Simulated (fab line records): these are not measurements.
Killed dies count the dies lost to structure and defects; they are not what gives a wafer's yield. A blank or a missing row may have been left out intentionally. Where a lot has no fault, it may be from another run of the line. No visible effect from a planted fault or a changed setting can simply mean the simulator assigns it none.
Which tool was responsible? | flow sfqLine | 14 lots, 42 wafers sampled, at 1 step of a route of 325

WHAT THE GAUGES READ, wafer by wafer
The record lacks any reading of a measuring or inspecting step that a usual standard deviation could be used to judge.

WHAT TOOL EACH LOT RAN ON (gives the tool, then ch and the chambers of the sampled wafers, and finally the start)
lot  | SFQ_TRILAYER_I4_CMP_CMP_100
L958 | cmp-02 ch 2,3, day 54 20:18
L959 | cmp-02 ch 0,3, day 55 11:18
L960 | cmp-01 ch 0,2,3, day 55 20:57
L964 | cmp-01 ch 0,1,2, day 57 00:57
L965 | cmp-02 ch 1,2,3, day 57 02:52
L967 | cmp-02 ch 0,2,3, day 57 10:40
L968 | cmp-02 ch 0,1,3, day 58 03:28
L969 | cmp-01 ch 0,1,3, day 58 12:22
L970 | cmp-01 ch 1,2, day 58 20:10
L971 | cmp-02 ch 0,3, day 59 00:53
L972 | cmp-02 ch 1,2,3, day 59 09:35
L974 | cmp-01 ch 0,3, day 60 11:41
L977 | cmp-02 ch 1,2,3, day 61 23:15
L979 | cmp-02 ch 1,2,3, day 62 12:15
- SFQ_TRILAYER_I4_CMP_CMP_100: polishes SiO2.

WHAT THE TOOLS THEMSELVES READ (means of the sampled wafers that have a number; where no wafer has one, the mark that the record gives instead)
SFQ_TRILAYER_I4_CMP_CMP_100.
lot  | tool   | edgeZonePressureFrac | motorCurrentA (A) | timeToEndpointS (s)
L958 | cmp-02 | 1.000                | 10.6              | 217
L959 | cmp-02 | 0.999                | 11.2              | 216
L960 | cmp-01 | 1.001                | 10.8              | 212
L964 | cmp-01 | 1.001                | 10.1              | 217
L965 | cmp-02 | 1.003                | 10.8              | 219
L967 | cmp-02 | 1.002                | 10.9              | 220
L968 | cmp-02 | 0.995                | 11.3              | 221
L969 | cmp-01 | 0.999                | 10.3              | 211
L970 | cmp-01 | 1.002                | 10.3              | 208
L971 | cmp-02 | 0.997                | 11.1              | 212
L972 | cmp-02 | 0.997                | 11.2              | 217
L974 | cmp-01 | 1.001                | 10.8              | 223
L977 | cmp-02 | 0.999                | 10.8              | 182
L979 | cmp-02 | 1.005                | 10.8              | 181

THE ANSWER, worked out from the rows above alone
Rule: the usual values come from the lots themselves. The widest of any qualifying gaps counts: lots, ordered by their means at a reading, are off when they make up no more than a third of the lots, leave a main group of 4 or more, and stand apart from it by 3 or more times the standard deviation of that group's means. A main group is skipped when, at the precision printed for the reading in the tables above, its means are all equal. Also off: a lot with no number at a reading for which 4 or more lots have one. The other lots that the step has rows for count as sound. After the gauges, taken in route order, come the tools' own readings; for these a lot's mean is taken, as printed above. The first step at which some lot is off is used, and at that step the reading that is off furthest; a lot without a number counts as furthest.
Off: L977, L979 (SFQ_TRILAYER_I4_CMP_CMP_100, timeToEndpointS). Mean 216 s and standard deviation 4.3 in the main group.
If a tool, at that step or one of the process steps before it, ran each lot that is off and ran no sound lot following the first of them, it fits. One candidate fits, namely cmp-02 at SFQ_TRILAYER_I4_CMP_CMP_100. Its last sound lot is L972 (day 59 09:35), its first lot that is off L977 (day 61 23:15): a fault that began between those two fits.
On the lots that are off, the tool's own readings at SFQ_TRILAYER_I4_CMP_CMP_100 differ by more than 5 times the standard deviation of the sound lots' means, which bears it out; timeToEndpointS reads 182 s there versus 216 s on the sound lots.

WHAT HAD BEEN PUT IN BY THE SIMULATOR
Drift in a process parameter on cmp-02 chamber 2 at SFQ_TRILAYER_I4_CMP_CMP_100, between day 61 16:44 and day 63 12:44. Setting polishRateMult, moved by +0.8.
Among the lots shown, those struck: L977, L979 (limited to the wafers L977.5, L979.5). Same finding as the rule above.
